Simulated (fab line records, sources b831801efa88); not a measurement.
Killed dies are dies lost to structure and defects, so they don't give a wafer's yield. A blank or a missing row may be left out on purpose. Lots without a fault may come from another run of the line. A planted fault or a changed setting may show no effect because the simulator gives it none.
fab line records | flow gf180mcu
record lots=12 wafers=36 last_day=34
route steps=602 shown M1@317 V1@351
lots that met no fault: from a run of the same line without faults
start_h: hours from the record's first day to the start of the lot's first wafer shown | wait_h: hours since the lot's step before | " the same as in the row above | L1.1+2: a row that stands for several wafers | - no value, or no start given | * or withheld: withheld | < > ~ a bound
route shown NAME@n: a module of which the file shows steps, and the number in the route of the first | usual: mean/standard deviation of fault-free wafers | same: alike in all rows | chamber/n: place in a boat | sites: the reading at each site | _std_site: their standard deviation | _edge_site: outer sites' mean less inner sites' | radius_mm: how far each site lies from the wafer's centre | mask NAME#n: copy n | behind: the tool/chamber that last shaped the wafer | hold: why the lot was held/for how many hours/how that ended | device: the transistor (n, p or np) that didn't switch | end of line: the same wafers' tests at the end of the route | a step without rows: its recipe alone | killed: dies lost to structure and defects at the first sort, not the wafer's yield | map: a wafer's dies, x killed, . not, _ none there
set.NAME: the setting as run; set.NAME@STEP: as run at that earlier step | model.NAME: the simulator's own value behind a step, which no gauge read
steps of the route over a sample of lots; a table a step, a row a wafer
services: from which hour (start_h, from the record's first day; less than 0 if before it) a tool's chamber was out of use, for how many hours, and why
## steps
# step GF_M1_SPUTTER_02
# recipe material=AlCu target_thk_nm=450 power_w=10600 time_s=23.9 chamber_pressure_pa=0.4
# usual throttle_valve_pct=29.7/0.66
# same time_s=23.9
# columns lot.wafer tool chamber start_h wait_h throttle_valve_pct
L491.1 pvd_sputter-03 - 363.30 0.0 31.0
L491.2 " - " " 29.7
L491.3 " - " " 29.4
L492.1 pvd_sputter-01 - 368.50 0.0 29.3
L492.2 " - " " 28.9
L492.4 " - " " 30.6
L493.2 pvd_sputter-01 - 379.10 0.0 28.7
L493.5 " - " " 28.7
L493.6 " - " " 30.8
L495.2 pvd_sputter-03 - 399.04 0.0 30.1
L495.5 " - " " 29.8
L495.6 " - " " 30.1
L497.2 pvd_sputter-03 - 416.84 0.0 29.8
L497.3 " - " " 30.9
L497.4 " - " " 30.1
L498.2 pvd_sputter-01 - 431.19 0.0 29.2
L498.3 " - " " 28.7
L498.6 " - " " 29.2
L499.3 pvd_sputter-04 - 438.19 0.0 29.8
L499.4 " - " " 30.8
L499.5 " - " " 29.2
L501.2 pvd_sputter-04 - 459.43 0.0 29.4
L501.3 " - " " 29.3
L501.5 " - " " 29.4
L506.2 pvd_sputter-01 - 497.31 0.0 29.4
L506.4 " - " " 30.5
L506.5 " - " " 29.3
L508.3 pvd_sputter-01 - 514.19 0.0 29.6
L508.4 " - " " 29.5
L508.5 " - " " 29.3
L510.3 pvd_sputter-01 - 530.18 0.0 28.7
L510.4 " - " " 30.4
L510.5 " - " " 29.7
L514.2 pvd_sputter-03 - 558.80 0.0 29.8
L514.4 " - " " 30.7
L514.5 " - " " 30.4
# step GF_M1_EXPOSE_11
# recipe mask_id=Metal1 target_cd_nm=230 na=0.68 source_shape=conventional sigma_outer=0.6 dose_mj=28
# usual exposure_dose_mJ_cm2=27.96/0.031
# same sigma_outer=0.6
# columns lot.wafer tool chamber start_h wait_h mask exposure_dose_mJ_cm2
L491.1 krf_scanner-01 0 374.57 - Metal1#0 27.95
L491.2 " 0 " " Metal1#0 27.88
L491.3 " 0 " " Metal1#0 27.98
L492.1 krf_scanner-01 0 380.26 - Metal1#0 27.94
L492.2 " 0 " " Metal1#0 27.94
L492.4 " 0 " " Metal1#0 27.92
L493.2 krf_scanner-01 0 390.41 - Metal1#0 27.88
L493.5 " 0 " " Metal1#0 27.94
L493.6 " 0 " " Metal1#0 27.94
L495.2 krf_scanner-01 0 410.89 - Metal1#0 27.98
L495.5 " 0 " " Metal1#0 27.94
L495.6 " 0 " " Metal1#0 27.95
L497.2 krf_scanner-02 0 429.30 - Metal1#0 27.95
L497.3 " 0 " " Metal1#0 27.95
L497.4 " 0 " " Metal1#0 28.00
L498.2 krf_scanner-02 0 443.43 - Metal1#0 27.98
L498.3 " 0 " " Metal1#0 27.97
L498.6 " 0 " " Metal1#0 27.97
L499.3 krf_scanner-01 0 450.52 - Metal1#0 27.96
L499.4 " 0 " " Metal1#0 27.97
L499.5 " 0 " " Metal1#0 27.97
L501.2 krf_scanner-02 0 471.59 - Metal1#0 28.01
L501.3 " 0 " " Metal1#0 27.99
L501.5 " 0 " " Metal1#0 28.00
L506.2 krf_scanner-01 0 509.23 - Metal1#0 30.04
L506.4 " 0 " " Metal1#0 30.02
L506.5 " 0 " " Metal1#0 30.02
L508.3 krf_scanner-01 0 526.12 - Metal1#0 29.62
L508.4 " 0 " " Metal1#0 29.66
L508.5 " 0 " " Metal1#0 29.62
L510.3 krf_scanner-02 0 541.45 - Metal1#0 27.98
L510.4 " 0 " " Metal1#0 27.95
L510.5 " 0 " " Metal1#0 28.03
L514.2 krf_scanner-02 0 570.06 - Metal1#0 27.98
L514.4 " 0 " " Metal1#0 27.99
L514.5 " 0 " " Metal1#0 28.00
# step GF_M1_CD_MEAS_14
# recipe target_cd_nm=230
# usual cd_nm=230.1/1.1
# columns lot.wafer tool chamber start_h wait_h cd_nm
L491.1 cd_sem-01 - 385.72 0.1 229.3
L491.2 " - " " 228.7
L491.3 " - " " 229.7
L492.1 cd_sem-02 - 391.31 0.1 230.9
L492.2 " - " " 230.7
L492.4 " - " " 229.9
L493.2 cd_sem-01 - 402.03 0.1 230.2
L493.5 " - " " 230.0
L493.6 " - " " 230.5
L495.2 cd_sem-02 - 422.63 0.1 231.3
L495.5 " - " " 230.4
L495.6 " - " " 231.1
L497.2 cd_sem-02 - 441.83 0.1 230.6
L497.3 " - " " 231.1
L497.4 " - " " 231.2
L498.2 cd_sem-01 - 455.04 0.1 229.6
L498.3 " - " " 231.3
L498.6 " - " " 229.9
L499.3 cd_sem-02 - 462.35 0.1 228.7
L499.4 " - " " 227.7
L499.5 " - " " 228.0
L501.2 cd_sem-02 - 483.38 0.1 230.3
L501.3 " - " " 229.6
L501.5 " - " " 229.5
L506.2 cd_sem-01 - 520.41 0.1 220.7
L506.4 " - " " 218.3
L506.5 " - " " 219.9
L508.3 cd_sem-02 - 537.80 0.1 222.1
L508.4 " - " " 219.9
L508.5 " - " " 222.0
L510.3 cd_sem-01 - 552.20 0.1 229.9
L510.4 " - " " 230.0
L510.5 " - " " 229.5
L514.2 cd_sem-02 - 580.73 0.1 229.6
L514.4 " - " " 229.6
L514.5 " - " " 229.0
# step GF_M1_OVL_MEAS_15
# usual M1_OVL=0/4.4
# columns lot.wafer tool chamber start_h wait_h M1_OVL[nm]
L491.1 overlay-01 - 385.84 0.1 -4
L491.2 " - " " -1
L491.3 " - " " 1
L492.1 overlay-01 - 391.43 0.1 -1
L492.2 " - " " 0
L492.4 " - " " -1
L493.2 overlay-01 - 402.13 0.1 7
L493.5 " - " " 7
L493.6 " - " " -4
L495.2 overlay-01 - 422.73 0.1 -4
L495.5 " - " " 0
L495.6 " - " " -6
L497.2 overlay-01 - 441.93 0.1 4
L497.3 " - " " -10
L497.4 " - " " -4
L498.2 overlay-02 - 455.15 0.1 0
L498.3 " - " " -4
L498.6 " - " " 0
L499.3 overlay-01 - 462.44 0.1 -11
L499.4 " - " " -3
L499.5 " - " " -1
L501.2 overlay-01 - 483.48 0.1 2
L501.3 " - " " 3
L501.5 " - " " 5
L506.2 overlay-02 - 520.51 0.1 3
L506.4 " - " " 4
L506.5 " - " " 0
L508.3 overlay-01 - 537.89 0.1 4
L508.4 " - " " 0
L508.5 " - " " -2
L510.3 overlay-02 - 552.29 0.1 1
L510.4 " - " " 1
L510.5 " - " " 3
L514.2 overlay-02 - 580.83 0.1 -1
L514.4 " - " " -3
L514.5 " - " " -6
# step GF_V1_ETCH_16
# recipe chemistry=N2/H2 target_depth_a=withheld overetch_a=withheld time_s=withheld target=BARC ion_energy_ev=200 source_w=500 bias_w=100 pressure_mtorr=30 n2_flow_sccm=100 h2_flow_sccm=200
# usual bias_w=99.99/0.29 chamber_pressure_mTorr=29.998/0.024 drypump_motor_current_A=5.7/0.42 n2_flow_sccm=100.0/0.31 oes_product_au=0.854/0.0051 throttle_valve_pct=13.224/0.0088
# columns lot.wafer tool chamber start_h wait_h bias_w chamber_pressure_mTorr drypump_motor_current_A n2_flow_sccm oes_product_au throttle_valve_pct
L491.1 rie_diel-01 1 410.43 0.0 99.75 29.982 5.0 100.1 0.857 13.220
L491.2 " 2 " " 100.09 30.026 6.0 99.8 0.853 13.230
L491.3 " 0 " " 99.72 30.015 5.6 100.0 0.848 13.238
L492.1 rie_diel-01 2 416.33 0.0 99.78 29.973 6.0 100.0 0.852 13.237
L492.2 " 1 " " 99.54 29.992 5.0 100.1 0.850 13.204
L492.4 " 3 " " 100.25 30.030 5.7 99.8 0.862 13.240
L493.2 rie_diel-03 0 427.13 0.0 100.26 29.998 5.8 99.7 0.860 13.222
L493.5 " 0 " " 100.32 29.975 5.8 100.1 0.855 13.242
L493.6 " 3 " " 100.23 30.013 6.2 99.9 0.844 13.218
L495.2 rie_diel-03 1 448.71 0.0 99.99 30.004 5.0 100.3 0.853 13.213
L495.5 " 3 " " 100.10 29.995 6.2 100.3 0.857 13.228
L495.6 " 1 " " 99.75 29.976 5.0 100.3 0.857 13.239
L497.2 rie_diel-03 0 467.53 0.0 99.29 29.988 5.8 99.9 0.861 13.216
L497.3 " 2 " " 100.37 30.025 5.6 99.6 0.860 13.223
L497.4 " 3 " " 99.87 30.038 6.2 100.1 0.854 13.231
L498.2 rie_diel-01 1 480.58 0.0 99.95 29.966 5.0 100.0 0.844 13.219
L498.3 " 0 " " 99.70 30.031 5.6 99.9 0.849 13.243
L498.6 " 3 " " 99.51 30.004 5.7 100.3 0.848 13.231
L499.3 rie_diel-01 1 488.08 0.0 99.90 30.014 5.0 99.8 0.854 13.221
L499.4 " 2 " " 100.20 30.012 6.0 100.1 0.861 13.212
L499.5 " 2 " " 100.03 29.999 6.0 100.0 0.850 13.222
L501.2 rie_diel-04 1 508.22 0.0 99.62 29.986 5.4 100.4 0.853 13.223
L501.3 " 3 " " 99.88 30.032 5.8 100.2 0.848 13.219
L501.5 " 3 " " 100.00 30.027 5.8 100.3 0.859 13.221
L506.2 rie_diel-04 2 544.61 0.0 100.06 29.990 6.6 100.3 0.858 13.227
L506.4 " 1 " " 100.45 29.981 5.4 100.5 0.851 13.228
L506.5 " 0 " " 100.06 30.057 5.3 99.8 0.846 13.208
L508.3 rie_diel-01 0 561.82 0.0 100.32 29.998 5.6 99.9 0.848 13.212
L508.4 " 3 " " 99.83 30.051 5.7 99.9 0.856 13.229
L508.5 " 0 " " 100.06 29.951 5.6 99.3 0.857 13.234
L510.3 rie_diel-04 2 576.62 0.0 100.24 30.009 6.6 99.7 0.855 13.226
L510.4 " 3 " " 100.15 30.000 5.8 100.4 0.852 13.234
L510.5 " 0 " " 99.74 30.030 5.3 99.8 0.856 13.232
L514.2 rie_diel-01 2 603.07 0.0 99.94 29.978 6.0 99.8 0.853 13.227
L514.4 " 0 " " 100.31 30.025 5.6 100.5 0.850 13.214
L514.5 " 1 " " 100.53 30.010 5.0 99.5 0.858 13.222
## services
# columns tool chamber start_h hours kind
krf_scanner-02 - 346.18 0.3 repair
krf_scanner-01 - 353.87 1.0 pm
krf_scanner-01 - 355.46 2.0 repair
krf_scanner-02 - 369.74 0.7 repair
krf_scanner-02 - 372.69 2.2 repair
krf_scanner-02 - 376.47 36.0 pm
krf_scanner-02 - 412.47 1.0 pm
krf_scanner-02 - 413.47 0.8 pm
krf_scanner-01 - 439.12 1.3 pm
krf_scanner-02 - 472.22 1.3 pm
krf_scanner-01 - 477.51 0.5 repair
krf_scanner-01 - 480.96 0.8 pm
krf_scanner-01 - 497.07 0.2 repair
rie_diel-01 3 499.86 5.6 repair
rie_diel-01 2 504.89 3.4 repair
krf_scanner-02 - 508.18 4.0 pm
krf_scanner-01 - 517.67 1.2 repair
krf_scanner-01 - 522.87 1.0 pm
krf_scanner-02 - 527.42 0.4 repair
krf_scanner-02 - 555.47 1.0 pm
rie_diel-01 1 569.79 3.6 repair
krf_scanner-02 - 577.70 0.8 pm
rie_diel-01 2 584.55 4.8 repair
pvd_sputter-01 - 588.96 2.7 repair
## key
first_sign step=GF_M1_EXPOSE_11 reading=exposure_dose_mJ_cm2 direction=up sigmas=59 usual=27.96 struck=29.83
effect step=GF_M1_CD_MEAS_14 reading=cd_nm direction=down sigmas=8.5 usual=230.1 struck=220.5 through=control_loop
met_at GF_M1_EXPOSE_11
struck_lots L506,L508
loop_trim step=GF_M1_EXPOSE_11 setting=dose lots=L508
not_acting_at GF_M1_SPUTTER_02,GF_M1_OVL_MEAS_15,GF_V1_ETCH_16
onset_between 450.52 509.23
fault kind=process_parameter_drift tool=krf_scanner-01 chamber=- onset_h=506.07 steps=GF_M1_EXPOSE_11 channel=dose_mj offset=2.0841 shape=step acts_in=these_recipes_only stated=28
# loop_trim: a control loop set the setting to another value than it would have without faults
